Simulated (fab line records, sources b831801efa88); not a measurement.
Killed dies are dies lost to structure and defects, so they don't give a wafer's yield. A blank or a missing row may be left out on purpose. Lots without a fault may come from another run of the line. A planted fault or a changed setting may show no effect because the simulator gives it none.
Which tool did it? | flow sky130 | 11 lots, 33 wafers sampled, at 5 steps of a route of 708

WHAT THE GAUGES READ, wafer by wafer
SKY_POLY_GATE_THK_MEAS_21.
lot  | measured     | on            | POLY_GATE_OXIDATION_THK (nm)
L409 | day 15 23:22 | film_metro-01 | 4.01 3.94 3.98
L411 | day 17 01:47 | film_metro-01 | 4.01 4.11 4.07
L412 | day 17 07:07 | film_metro-04 | 4.02 4.07 4.06
L414 | day 18 01:23 | film_metro-04 | 3.92 3.90 3.96
L418 | day 20 07:44 | film_metro-01 | 4.07 3.94 3.98
L421 | day 21 12:50 | film_metro-01 | 5.86 5.91 5.90
L422 | day 22 06:22 | film_metro-02 | 5.90 5.79 5.90
L427 | day 23 07:59 | film_metro-01 | 3.99 3.91 3.93
L428 | day 23 12:43 | film_metro-02 | 4.05 4.00 3.98
L431 | day 24 16:25 | film_metro-01 | 4.04 3.96 3.99
L430 | day 24 19:43 | film_metro-02 | 4.03 3.99 3.98

SKY_LDD_P_TW_MEAS_11.
lot  | measured     | on            | LDD_P_TW
L409 | day 18 09:26 | film_metro-04 | 623 623 630
L411 | day 19 15:27 | film_metro-03 | 644 646 642
L412 | day 19 19:25 | film_metro-04 | 621 623 626
L414 | day 20 16:07 | film_metro-04 | 625 631 624
L418 | day 22 23:23 | film_metro-03 | 642 644 640
L421 | day 24 01:43 | film_metro-04 | 628 629 625
L422 | day 24 19:41 | film_metro-03 | 644 646 649
L427 | day 25 20:59 | film_metro-04 | 624 626 626
L428 | day 26 01:51 | film_metro-02 | 638 634 629
L431 | day 27 03:30 | film_metro-04 | 629 626 623
L430 | day 27 07:49 | film_metro-02 | 630 631 634

WHICH TOOL RAN EACH LOT (tool, then ch and the chambers of the sampled wafers, then the start)
lot  | SKY_DNWELL_STRIP_08                 | SKY_VT_ADJUST_LVTN_STRIP_20          | SKY_POLY_GATE_OXIDATION_20
L409 | plasma_asher-01 ch 0,1, day 3 05:14 | plasma_asher-02 ch 0,1, day 7 15:05  | furnace-02 ch 0, day 15 22:07
L411 | plasma_asher-03 ch 0,1, day 3 16:14 | plasma_asher-03 ch 0,1, day 8 04:13  | furnace-01 ch 0, day 17 00:32
L412 | plasma_asher-01 ch 0, day 3 18:05   | plasma_asher-01 ch 0,1, day 8 07:56  | furnace-01 ch 0, day 17 05:51
L414 | plasma_asher-01 ch 0,1, day 4 08:50 | plasma_asher-01 ch 0,1, day 9 00:34  | furnace-02 ch 0, day 18 00:08
L418 | plasma_asher-01 ch 0,1, day 5 13:08 | plasma_asher-01 ch 0,1, day 10 14:49 | furnace-01 ch 0, day 20 06:28
L421 | plasma_asher-01 ch 0,1, day 6 05:08 | plasma_asher-01 ch 0,1, day 11 12:17 | furnace-01 ch 0, day 21 11:34
L422 | plasma_asher-01 ch 0,1, day 6 17:29 | plasma_asher-01 ch 0,1, day 12 03:16 | furnace-01 ch 0, day 22 05:07
L427 | plasma_asher-01 ch 0,1, day 7 11:17 | plasma_asher-02 ch 0,1, day 13 01:56 | furnace-02 ch 0, day 23 06:44
L428 | plasma_asher-01 ch 0,1, day 7 15:10 | plasma_asher-02 ch 0,1, day 13 06:03 | furnace-02 ch 0, day 23 11:26
L431 | plasma_asher-02 ch 0,1, day 8 07:35 | plasma_asher-01 ch 0,1, day 14 04:35 | furnace-01 ch 0, day 24 15:10
L430 | plasma_asher-03 ch 0,1, day 8 08:40 | plasma_asher-03 ch 0, day 14 06:04   | furnace-02 ch 0, day 24 18:28
- SKY_DNWELL_STRIP_08: strips in O2/N2.
- SKY_VT_ADJUST_LVTN_STRIP_20: strips in O2/N2.
- SKY_POLY_GATE_OXIDATION_20: stabilise 600 s, purge 300 s, target thk 4 nm.

WHAT THE TOOLS THEMSELVES READ (means of the sampled wafers that have a number; where no wafer has one, the mark that the record gives instead)
SKY_DNWELL_STRIP_08.
lot  | tool            | drypump_motor_current_A (A) | oes_product_au (a.u.) | strip_time_to_endpoint_s (s)
L409 | plasma_asher-01 | 5.6                         | 0.721                 | 36.94
L411 | plasma_asher-03 | 6.0                         | 0.719                 | 36.86
L412 | plasma_asher-01 | 5.9                         | 0.723                 | 36.85
L414 | plasma_asher-01 | 5.3                         | 0.721                 | 36.99
L418 | plasma_asher-01 | 5.4                         | 0.722                 | 37.02
L421 | plasma_asher-01 | 5.4                         | 0.717                 | 37.02
L422 | plasma_asher-01 | 5.3                         | 0.724                 | 36.89
L427 | plasma_asher-01 | 5.6                         | 0.725                 | 37.01
L428 | plasma_asher-01 | 5.6                         | 0.719                 | 36.86
L431 | plasma_asher-02 | 5.7                         | 0.719                 | 36.71
L430 | plasma_asher-03 | 6.0                         | 0.723                 | 36.92

SKY_VT_ADJUST_LVTN_STRIP_20.
lot  | tool            | drypump_motor_current_A (A) | oes_product_au (a.u.) | strip_time_to_endpoint_s (s)
L409 | plasma_asher-02 | 5.7                         | 0.710                 | 14.20
L411 | plasma_asher-03 | 5.9                         | 0.717                 | 14.14
L412 | plasma_asher-01 | 5.6                         | 0.715                 | 14.19
L414 | plasma_asher-01 | 5.4                         | 0.722                 | 14.16
L418 | plasma_asher-01 | 5.4                         | 0.716                 | 14.25
L421 | plasma_asher-01 | 5.6                         | 0.717                 | 14.17
L422 | plasma_asher-01 | 5.4                         | 0.712                 | 14.18
L427 | plasma_asher-02 | 5.7                         | 0.716                 | 14.13
L428 | plasma_asher-02 | 5.5                         | 0.711                 | 14.21
L431 | plasma_asher-01 | 5.6                         | 0.715                 | 14.20
L430 | plasma_asher-03 | 6.2                         | 0.714                 | 14.22

SKY_POLY_GATE_OXIDATION_20.
lot  | tool       | spike_tc_bottom_C (C) | spike_tc_centre_C (C) | spike_tc_lower_C (C) | spike_tc_top_C (C) | spike_tc_upper_C (C) | tube_center_temp_C_max | zone_power_top_pct (%) | zone_power_upper_pct (%)
L409 | furnace-02 | 872.2                 | 851.3                 | 852.7                | 862.8              | 850.1                | 852.1                  | 27.7                   | 22
L411 | furnace-01 | 872.6                 | 850.2                 | 852.8                | 860.8              | 850.9                | 852.1                  | 28.9                   | 15
L412 | furnace-01 | 873.0                 | 851.7                 | 852.6                | 861.5              | 850.3                | 852.1                  | 29.0                   | 15
L414 | furnace-02 | 871.3                 | 850.4                 | 850.6                | 863.4              | 850.5                | 851.8                  | 27.9                   | 22
L418 | furnace-01 | 872.7                 | 850.4                 | 852.0                | 861.7              | 849.6                | 852.2                  | 29.2                   | 15
L421 | furnace-01 | 903.5                 | 881.5                 | 883.1                | 891.9              | 879.3                | 852.4                  | 30.7                   | 16
L422 | furnace-01 | 903.0                 | 880.6                 | 883.1                | 890.7              | 880.5                | 852.3                  | 30.9                   | 16
L427 | furnace-02 | 871.9                 | 850.7                 | 850.7                | 864.2              | 850.9                | 852.2                  | 28.1                   | 22
L428 | furnace-02 | 871.8                 | 851.1                 | 851.3                | 863.2              | 850.6                | 852.6                  | 27.7                   | 22
L431 | furnace-01 | 873.0                 | 849.9                 | 851.6                | 861.8              | 850.4                | 851.8                  | 28.9                   | 15
L430 | furnace-02 | 872.2                 | 850.4                 | 852.0                | 863.4              | 851.4                | 852.1                  | 27.9                   | 22

THE ANSWER, worked out from the rows above alone
Rule: what is usual is taken from the lots themselves. Put in order of their means at a reading, lots are off if they are a third of the lots or fewer, leave a main group of 4 or more, and stand apart from it by a gap of 3 or more times the standard deviation of the main group's means; of several such gaps the widest counts. A main group whose means are all the same, to the digits that the tables above print for the reading, isn't used. A lot without any number at a reading at which 4 lots or more have one is off too. The other lots that the step has rows for count as sound. The gauges are gone through in route order, then the tools' own readings, and for those a lot's mean is taken as printed above. The first step at which some lot is off is used, and at that step the reading that is off furthest; a lot without a number counts as furthest.
Off: L421, L422, at SKY_POLY_GATE_THK_MEAS_21 (POLY_GATE_OXIDATION_THK). The main group: mean 4.00 nm, standard deviation 0.042.
A tool fits if, at a process step before that reading, it ran every lot that is off, and no sound lot after the first of them. The gauges at SKY_POLY_GATE_THK_MEAS_21 aren't tried: what is off there is off at SKY_POLY_GATE_OXIDATION_20 too, on other tools, and a gauge's error can't cause that. None of those tried fits.

WHAT THE SIMULATOR HAD PUT IN
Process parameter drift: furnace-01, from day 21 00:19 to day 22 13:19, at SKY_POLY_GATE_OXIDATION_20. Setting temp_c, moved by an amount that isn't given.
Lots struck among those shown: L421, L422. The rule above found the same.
